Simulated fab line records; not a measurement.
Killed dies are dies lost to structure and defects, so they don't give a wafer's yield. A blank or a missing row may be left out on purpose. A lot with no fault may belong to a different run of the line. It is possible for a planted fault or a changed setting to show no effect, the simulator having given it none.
Which of the tools did it? -- flow gf180mcu -- 7 lots (21 wafers sampled), 1 step of a 602-step route

WHAT THE GAUGES SHOWED, per wafer
GF_DNWELL_TW_MEAS_09.
lot,measured,on,DNWELL_TW
L745,day 3 10:04,filmMetro-02,1348 1345 1355
L747,day 3 21:46,filmMetro-01,1339 1339 1342
L749,day 4 09:28,filmMetro-01,1327 1327 1338
L751,day 4 17:25,filmMetro-02,1344 1351 1342
L753,day 5 04:43,filmMetro-03,1312 1320 1327
L756,day 5 20:02,filmMetro-01,1336 1332 1328
L758,day 6 07:19,filmMetro-01,1336 1333 1338

TOOL THAT RAN EACH LOT (tool first, then ch and the chambers of the sampled wafers, then the start)
Before these readings, the record contains no process step.

THE ANSWER, worked out from the rows above alone
Rule: what is usual is taken from the lots themselves. The widest of any qualifying gaps counts: lots, ordered by their means at a reading, are off when they make up no more than a third of the lots, leave a main group of 4 or more, and stand apart from it by 3 or more times the standard deviation of that group's means. The tables above print the reading to a certain number of digits; a main group whose means all agree to those digits is not used. Also off: a lot with no number at a reading for which 4 or more lots have one. Any other lot the step has rows for is counted as sound.
Nothing can be told from this: no lot is off at any reading shown.

WHAT WAS PUT IN BY THE SIMULATOR
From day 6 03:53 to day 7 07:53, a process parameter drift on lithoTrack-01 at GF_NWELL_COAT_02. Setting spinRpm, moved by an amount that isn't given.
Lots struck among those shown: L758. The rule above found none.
